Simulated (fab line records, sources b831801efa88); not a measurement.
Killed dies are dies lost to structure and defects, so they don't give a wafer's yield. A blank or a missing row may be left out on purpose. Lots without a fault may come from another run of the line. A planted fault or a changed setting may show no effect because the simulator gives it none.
A struck lot beside a sound one | flow sky130 | 14 steps out of a route of 708
Sound: wafers L443.2, L443.3, L443.6. Struck: wafers L450.3, L450.4, L450.5. The cause comes at the end.
At each step with rows: each side's tool, then ch and its chambers, then its first start. Under that, the readings that differ: sound wafers | struck wafers | difference of the means | sigmas: that difference in standard deviations of wafers without a fault.
alike: readings whose means differ by less than 2 such deviations, and words and numbers that are the same on both sides. not compared: withheld readings, readings that some wafer has no value for, bounds like >300 that may hide the same value, and numbers for which the record gives no deviation and whose values overlap.
The two part at a step that has a row with sigmas, a row that says differs or no value, or rows on one side only. Numbers that don't overlap but have no deviation are shown without sigmas and don't part them. A reading that every wafer of one side lacks parts them only if that side has two wafers or more.

SKY_CONTACT_STRIP_19: strips in O2/N2.
  sound on plasma_asher-03 ch 1, day 34 00:05; struck on plasma_asher-04 ch 0,1, day 36 22:04
  alike: drypump_motor_current_A, oes_product_au, strip_time_to_endpoint_s
  not compared: rf_hours_counter_h
then, 3 steps without rows for these wafers: SKY_CONTACT_STRIP_20 (strips in post etch residue remover, time 1200 s); SKY_CONTACT_CLEAN_21 (cleans in IPA, time 180 s); SKY_CONTACT_CLEAN_22 (cleans in O3/DIW).
SKY_CONTACT_SPUTTER_23: material TiN, target thk 20 nm, time 80 s.
  sound on pvd_sputter-01, day 34 00:47; struck on pvd_sputter-01, day 36 22:40
  alike: cathode_dc_power_W, chamber_pressure_pa, throttle_valve_pct
then, 1 step without rows for these wafers: SKY_CONTACT_CVD_24 (deposits W, target thk 340 nm, time 102.12 s).
SKY_CONTACT_RS_MEAS_25: measures by four-point-probe.
  sound on film_metro-04, day 34 00:58; struck on film_metro-01, day 36 22:53
  alike: CONTACT_W_RS
SKY_CONTACT_THK_MEAS_26: measures by xrf.
  sound on film_metro-04, day 34 01:05; struck on film_metro-01, day 36 22:59
  alike: CONTACT_W_THK
then, 1 step without rows for these wafers: SKY_CONTACT_CMP_27 (polishes, stops on SiO2, t overpolish 15 s, target thk 0 nm).
SKY_METAL1_SPUTTER_00: material Ti, target thk 15 nm, time 10 s.
  sound on pvd_sputter-02, day 34 01:26; struck on pvd_sputter-02, day 36 23:19
  alike: cathode_dc_power_W, chamber_pressure_pa, throttle_valve_pct
SKY_METAL1_SPUTTER_01: material TiN, target thk 20 nm, time 16.7 s.
  sound on pvd_sputter-02, day 34 01:27; struck on pvd_sputter-02, day 36 23:20
  alike: cathode_dc_power_W, chamber_pressure_pa, throttle_valve_pct
then, 1 step without rows for these wafers: SKY_METAL1_SPUTTER_02 (material AlCu, target thk 250 nm, time 13.3 s).
SKY_METAL1_SPUTTER_03: material Ti, target thk 5 nm, time 3.3 s.
  sound on pvd_sputter-02, day 34 01:30; struck on pvd_sputter-02, day 36 23:23
  no value came back on the struck wafers for cathode_dc_power_W (W), chamber_pressure_pa (Pa), throttle_valve_pct (%); on the sound wafers cathode_dc_power_W (W) reads 3000.8 3001.1 3000.1
SKY_METAL1_SPUTTER_04: material TiN, target thk 70 nm, time 58.3 s.
  sound on pvd_sputter-02, day 34 01:31; struck on pvd_sputter-02, day 36 23:25
  alike: cathode_dc_power_W, chamber_pressure_pa, throttle_valve_pct

WHERE THEY PART
Only at SKY_METAL1_SPUTTER_03, within this record. Later steps at which nothing parts them and some readings are alike: SKY_METAL1_SPUTTER_04.

WHY: what the simulator had put in
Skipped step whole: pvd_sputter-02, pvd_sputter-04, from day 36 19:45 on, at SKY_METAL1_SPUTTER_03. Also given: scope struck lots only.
